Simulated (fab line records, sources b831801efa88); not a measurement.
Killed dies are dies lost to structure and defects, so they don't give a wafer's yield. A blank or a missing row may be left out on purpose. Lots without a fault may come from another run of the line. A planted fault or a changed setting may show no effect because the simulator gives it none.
Which tool did it? | flow gf180mcu | 14 lots, 42 wafers sampled, at 4 steps of a route of 602

WHAT THE GAUGES READ, wafer by wafer
GF_V3_THK_MEAS_01.
lot  | measured     | on            | V3_CVD_00_THK (nm)
L725 | day 21 22:04 | film_metro-03 | 605 592 606
L726 | day 22 04:46 | film_metro-03 | 594 598 596
L728 | day 22 18:23 | film_metro-03 | 601 608 596
L729 | day 23 07:32 | film_metro-04 | 605 597 599
L731 | day 24 08:40 | film_metro-04 | 604 604 605
L730 | day 24 05:23 | film_metro-04 | 597 595 599
L733 | day 25 15:05 | film_metro-02 | 596 593 589
L738 | day 26 10:10 | film_metro-03 | 598 597 595
L740 | day 27 00:05 | film_metro-04 | 604 606 602
L741 | day 27 09:01 | film_metro-03 | 613 609 612
L743 | day 28 07:02 | film_metro-03 | 613 609 606
L744 | day 28 16:10 | film_metro-04 | 600 600 601
L745 | day 28 15:41 | film_metro-03 | 589 589 597
L746 | day 29 11:52 | film_metro-04 | 611 594 607

WHICH TOOL RAN EACH LOT (tool, then ch and the chambers of the sampled wafers, then the start)
lot  | GF_DUAL_GATE_CLEAN_14           | GF_M3_SPUTTER_00             | GF_M3_SPUTTER_02
L725 | wet_bench-04 ch 1, day 8 18:28  | pvd_sputter-01, day 20 21:31 | pvd_sputter-01, day 20 21:38
L726 | wet_bench-02 ch 2, day 8 23:57  | pvd_sputter-01, day 21 04:20 | pvd_sputter-01, day 21 04:28
L728 | wet_bench-02 ch 2, day 9 10:43  | pvd_sputter-01, day 21 18:31 | pvd_sputter-01, day 21 18:39
L729 | wet_bench-04 ch 1, day 9 22:40  | pvd_sputter-01, day 22 08:07 | pvd_sputter-01, day 22 08:16
L731 | wet_bench-01 ch 3, day 10 12:04 | pvd_sputter-01, day 23 09:04 | pvd_sputter-01, day 23 09:12
L730 | wet_bench-01 ch 1, day 10 14:51 | pvd_sputter-02, day 23 06:14 | pvd_sputter-02, day 23 06:22
L733 | wet_bench-01 ch 3, day 11 16:34 | pvd_sputter-01, day 24 15:54 | pvd_sputter-01, day 24 16:02
L738 | wet_bench-01 ch 2, day 12 13:17 | pvd_sputter-02, day 25 11:42 | pvd_sputter-02, day 25 11:50
L740 | wet_bench-01 ch 1, day 13 01:43 | pvd_sputter-01, day 26 02:04 | pvd_sputter-01, day 26 02:12
L741 | wet_bench-02 ch 3, day 13 12:14 | pvd_sputter-02, day 26 11:12 | pvd_sputter-02, day 26 11:20
L743 | wet_bench-04 ch 3, day 14 09:12 | pvd_sputter-01, day 27 10:41 | pvd_sputter-01, day 27 10:49
L744 | wet_bench-02 ch 1, day 14 18:53 | pvd_sputter-02, day 27 19:53 | pvd_sputter-02, day 27 20:01
L745 | wet_bench-04 ch 2, day 14 19:10 | pvd_sputter-02, day 27 18:35 | pvd_sputter-02, day 27 18:43
L746 | wet_bench-04 ch 3, day 15 13:34 | pvd_sputter-02, day 28 15:40 | pvd_sputter-02, day 28 15:48
- GF_DUAL_GATE_CLEAN_14: cleans in SC1/SC2, time 150 s.
- GF_M3_SPUTTER_00: material Ti, target thk 37.5 nm, time 150 s.
- GF_M3_SPUTTER_02: material AlCu, target thk 450 nm, time 23.9 s.

WHAT THE TOOLS THEMSELVES READ (means of the sampled wafers that have a number; where no wafer has one, the mark that the record gives instead)
GF_M3_SPUTTER_00.
lot  | tool           | cathode_dc_power_W (W) | throttle_valve_pct (%)
L725 | pvd_sputter-01 | 3999.6                 | 29.9
L726 | pvd_sputter-01 | 3999.8                 | 29.3
L728 | pvd_sputter-01 | 3999.6                 | 30.0
L729 | pvd_sputter-01 | 3999.9                 | 30.3
L731 | pvd_sputter-01 | 3999.2                 | 30.5
L730 | pvd_sputter-02 | 3999.6                 | 28.9
L733 | pvd_sputter-01 | 3999.5                 | 29.4
L738 | pvd_sputter-02 | 4000.5                 | 28.8
L740 | pvd_sputter-01 | 4000.2                 | 29.9
L741 | pvd_sputter-02 | 3999.4                 | 29.1
L743 | pvd_sputter-01 | 4000.0                 | 30.5
L744 | pvd_sputter-02 | 3999.4                 | 29.7
L745 | pvd_sputter-02 | 3999.9                 | 29.5
L746 | pvd_sputter-02 | 4000.4                 | 28.5

GF_M3_SPUTTER_02.
lot  | tool           | cathode_dc_power_W (W) | throttle_valve_pct (%)
L725 | pvd_sputter-01 | 10599                  | 29.8
L726 | pvd_sputter-01 | 10600                  | 29.3
L728 | pvd_sputter-01 | 10601                  | 30.1
L729 | pvd_sputter-01 | 10600                  | 30.2
L731 | pvd_sputter-01 | 10600                  | 30.5
L730 | pvd_sputter-02 | 10600                  | 28.8
L733 | pvd_sputter-01 | 10600                  | 29.5
L738 | pvd_sputter-02 | 10600                  | 28.6
L740 | pvd_sputter-01 | 10601                  | 29.8
L741 | pvd_sputter-02 | 10600                  | 29.1
L743 | pvd_sputter-01 | 10598                  | 30.4
L744 | pvd_sputter-02 | 10600                  | 29.7
L745 | pvd_sputter-02 | 10602                  | 29.5
L746 | pvd_sputter-02 | 10599                  | 28.5

THE ANSWER, worked out from the rows above alone
Rule: what is usual is taken from the lots themselves. Put in order of their means at a reading, lots are off if they are a third of the lots or fewer, leave a main group of 4 or more, and stand apart from it by a gap of 3 or more times the standard deviation of the main group's means; of several such gaps the widest counts. A main group whose means are all the same, to the digits that the tables above print for the reading, isn't used. A lot without any number at a reading at which 4 lots or more have one is off too. The other lots that the step has rows for count as sound. The gauges are gone through in route order, then the tools' own readings, and for those a lot's mean is taken as printed above. The first step at which some lot is off is used, and at that step the reading that is off furthest; a lot without a number counts as furthest.
No lot is off at any reading shown: from this, nothing can be told.

WHAT THE SIMULATOR HAD PUT IN
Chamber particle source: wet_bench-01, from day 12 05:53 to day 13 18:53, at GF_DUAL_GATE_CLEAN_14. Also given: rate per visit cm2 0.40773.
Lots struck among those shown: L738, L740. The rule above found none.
